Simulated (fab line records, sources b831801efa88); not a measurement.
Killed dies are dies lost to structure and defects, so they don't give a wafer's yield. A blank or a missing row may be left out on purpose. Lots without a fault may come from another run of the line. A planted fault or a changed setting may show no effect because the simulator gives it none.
Which tool did it? | flow gf180mcu | 14 lots, 42 wafers sampled, at 3 steps of a route of 602

WHAT THE GAUGES READ, wafer by wafer
GF_VT_IMPLANT_RS_MEAS_46: measures by four-point-probe. Usual: MVSD_RS 456.7 ohm/sq, standard deviation 1.1.
lot  | measured     | on            | MVSD_RS (ohm/sq)  | flag
L286 | day 7 06:16  | film_metro-03 | 457.1 457.7 456.9 |
L288 | day 8 16:10  | film_metro-04 | 456.5 456.1 458.0 |
L289 | day 8 18:05  | film_metro-03 | 457.5 455.8 457.5 |
L290 | day 8 23:00  | film_metro-01 | 455.8 455.5 455.4 |
L292 | day 9 03:13  | film_metro-04 | 455.6 454.5 454.3 |
L294 | day 9 21:29  | film_metro-01 | 456.6 457.4 455.9 |
L295 | day 10 08:22 | film_metro-01 | 456.7 457.4 457.5 |
L299 | day 11 08:31 | film_metro-01 | 456.7 456.2 456.0 |
L302 | day 12 10:46 | film_metro-01 | 440.0 439.1 440.4 | OFF
L304 | day 12 17:29 | film_metro-01 | 439.9 440.5 440.7 | OFF
L305 | day 13 02:55 | film_metro-03 | 458.0 455.9 458.3 |
L306 | day 13 09:44 | film_metro-03 | 456.1 456.8 457.9 |
L307 | day 13 17:19 | film_metro-01 | 456.7 456.8 457.4 |
L309 | day 14 04:27 | film_metro-01 | 454.4 455.6 455.9 |

GF_CONTACT_OVL_MEAS_15. Usual: CONTACT_OVL -1 nm, standard deviation 5.3.
lot  | measured     | on         | CONTACT_OVL (nm) | flag
L286 | day 15 18:28 | overlay-02 | -6 -3 -2         |
L288 | day 17 16:19 | overlay-01 | 1 3 3            |
L289 | day 17 22:00 | overlay-02 | 2 -3 5           |
L290 | day 18 00:37 | overlay-01 | -8 -4 -3         |
L292 | day 18 07:12 | overlay-01 | -5 1 1           |
L294 | day 19 02:01 | overlay-02 | 9 6 9            |
L295 | day 19 17:19 | overlay-02 | 2 -4 5           |
L299 | day 20 22:33 | overlay-02 | 4 6 -4           |
L302 | day 22 03:43 | overlay-02 | 5 -1 1           |
L304 | day 22 16:06 | overlay-01 | 3 -11 -6         |
L305 | day 23 00:19 | overlay-02 | 1 4 -1           |
L306 | day 23 11:17 | overlay-02 | 3 5 0            |
L307 | day 23 14:43 | overlay-02 | -3 -9 -4         |
L309 | day 24 07:48 | overlay-02 | 4 0 2            |

WHICH TOOL RAN EACH LOT (tool, then ch and the chambers of the sampled wafers, then the start)
lot  | GF_MVSD_IMPLANT_09
L286 | implanter-04 ch 0, day 4 03:49
L288 | implanter-04 ch 0, day 5 08:00
L289 | implanter-01 ch 0, day 5 09:39
L290 | implanter-04 ch 0, day 5 12:46
L292 | implanter-04 ch 0, day 5 16:54
L294 | implanter-04 ch 0, day 6 08:58
L295 | implanter-01 ch 0, day 6 17:30
L299 | implanter-04 ch 0, day 7 14:15
L302 | implanter-01 ch 0, day 8 13:23
L304 | implanter-01 ch 0, day 8 21:06
L305 | implanter-04 ch 0, day 9 04:05
L306 | implanter-03 ch 0, day 9 10:56
L307 | implanter-04 ch 0, day 9 17:26
L309 | implanter-03 ch 0, day 10 03:18
- GF_MVSD_IMPLANT_09

WHAT THE TOOLS THEMSELVES READ (means of the sampled wafers that have a number; where no wafer has one, the mark that the record gives instead)
GF_MVSD_IMPLANT_09. Usual: beam_on_s 9.96 s, standard deviation 0.18; faraday_current_uA 28.3, standard deviation 0.51.
lot  | tool         | beam_on_s (s) | faraday_current_uA | flag
L286 | implanter-04 | 9.92          | 28.4               |
L288 | implanter-04 | 10.04         | 28.1               |
L289 | implanter-01 | 10.04         | 28.1               |
L290 | implanter-04 | 9.96          | 28.3               |
L292 | implanter-04 | 10.00         | 28.2               |
L294 | implanter-04 | 9.84          | 28.6               |
L295 | implanter-01 | 9.99          | 28.3               |
L299 | implanter-04 | 10.02         | 28.2               |
L302 | implanter-01 | 12.66         | 22.3               | OFF
L304 | implanter-01 | 12.42         | 22.7               | OFF
L305 | implanter-04 | 9.92          | 28.5               |
L306 | implanter-03 | 10.07         | 28.0               |
L307 | implanter-04 | 10.11         | 27.9               |
L309 | implanter-03 | 9.91          | 28.4               |

THE ANSWER, worked out from the rows above alone
Rule: a lot is off if the mean of its wafers that have a number lies more than 3 standard deviations from the usual mean. A lot without any number at a reading at which 4 lots or more have one is off too. The other lots that the step has rows for count as sound. The gauges are gone through in route order, then the tools' own readings, and for those a lot's mean is taken as printed above. The first step at which some lot is off is used, and at that step the reading that is off furthest; a lot without a number counts as furthest.
Off: L302, L304, at GF_VT_IMPLANT_RS_MEAS_46 (MVSD_RS).
A tool fits if, at a process step before that reading, it ran every lot that is off, and no sound lot after the first of them. The gauges at GF_VT_IMPLANT_RS_MEAS_46 aren't tried: what is off there is off at GF_MVSD_IMPLANT_09 too, on other tools, and a gauge's error can't cause that. One fits: implanter-01 at GF_MVSD_IMPLANT_09. Its last sound lot is L295 (day 6 17:30), its first lot that is off L302 (day 8 13:23): a fault that began between those two fits.
The tool's own readings at GF_MVSD_IMPLANT_09 bear it out: on the lots that are off they differ by more than 5 times the standard deviation of the sound lots' means. beam_on_s reads 12.54 s there against 9.98 s on the sound lots; faraday_current_uA reads 22.5 there against 28.2 on the sound lots.

WHAT THE SIMULATOR HAD PUT IN
Process parameter drift: implanter-01, from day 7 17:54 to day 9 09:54, at GF_MVSD_IMPLANT_09. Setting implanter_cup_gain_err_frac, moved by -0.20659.
Lots struck among those shown: L302, L304. The rule above found the same.
